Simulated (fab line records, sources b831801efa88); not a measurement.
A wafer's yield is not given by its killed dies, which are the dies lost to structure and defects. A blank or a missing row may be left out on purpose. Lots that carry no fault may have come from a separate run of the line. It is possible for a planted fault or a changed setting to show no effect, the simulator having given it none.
One fault through the eyes of 2 desks | flow sky130 | each desk has only its own numbers; what lay behind them comes last

TOOL OWNER'S DESK, implanter-02
The tool's own readings at SKY_LDD_LDN_IMPLANT_09: means of the sampled wafers that have a number, for each lot that ran on this tool. The brackets show how far a lot's mean lies from the usual mean; more than 4 standard deviations puts the lot out of limits, marked OUT.
Columns: A = beamEnergyKeV at SKY_LDD_LDN_IMPLANT_09, usual 15.001
lot  | first seen here | A
L150 | day 23 11:20    | 14.996
L152 | day 24 06:45    | 14.999
L153 | day 24 18:49    | 15.005
L162 | day 28 04:38    | 14.995
L169 | day 29 21:08    | 14.999
Finding of this desk: none of the 5 lots has anything out of limits.

THE METROLOGY DESK
What the gauges read, lot by lot, whatever tool the lot ran on: means of the sampled wafers that have a number. The brackets show how far a lot's mean lies from the usual mean; more than 4 standard deviations puts the lot out of limits, marked OUT.
Columns: A = SONOS_TUNNEL_TW at SKY_SONOS_TUNNEL_TW_MEAS_12, usual 198.7; B = SONOS_ONO_OXIDATION_THK at SKY_SONOS_ONO_THK_MEAS_01, usual 2.61 nm; C = cdNm at SKY_SD_N_CD_MEAS_07, usual 379.8 nm; D = SD_N_OVL at SKY_SD_N_OVL_MEAS_08, usual 0.0 nm
lot  | first seen here | A     | B    | C     | D
L150 | day 12 00:07    | 196.9 | 2.69 | 379.9 | 0.4
L152 | day 12 17:08    | 198.3 | 2.56 | 381.1 | 2.5
L153 | day 12 23:00    | 196.9 | 2.63 | 376.5 | 0.0
L154 | day 13 10:47    | 199.1 | 2.61 | 381.6 | -1.0
L155 | day 13 15:52    | 199.3 | 2.64 | 380.5 | 0.4
L156 | day 13 21:39    | 198.7 | 2.59 | 378.0 | 0.9
L157 | day 14 08:11    | 196.4 | 2.61 | 381.3 | 1.4
L158 | day 14 18:11    | 200.4 | 2.52 | 377.2 | 1.5
L159 | day 15 00:02    | 195.0 | 2.62 | 377.9 | 0.7
L160 | day 15 08:00    | 200.9 | 2.62 | 380.9 | -0.9
L162 | day 16 02:10    | 199.4 | 2.61 | 379.5 | 1.2
L169 | day 18 04:59    | 200.6 | 2.66 | 380.4 | 0.6
Finding of this desk: none of the 12 lots has anything out of limits.

TAKEN TOGETHER
The desk of the tool owner found nothing out of limits.
At the metrology desk, nothing out of limits was observed.

WHAT WAS PUT IN BY THE SIMULATOR
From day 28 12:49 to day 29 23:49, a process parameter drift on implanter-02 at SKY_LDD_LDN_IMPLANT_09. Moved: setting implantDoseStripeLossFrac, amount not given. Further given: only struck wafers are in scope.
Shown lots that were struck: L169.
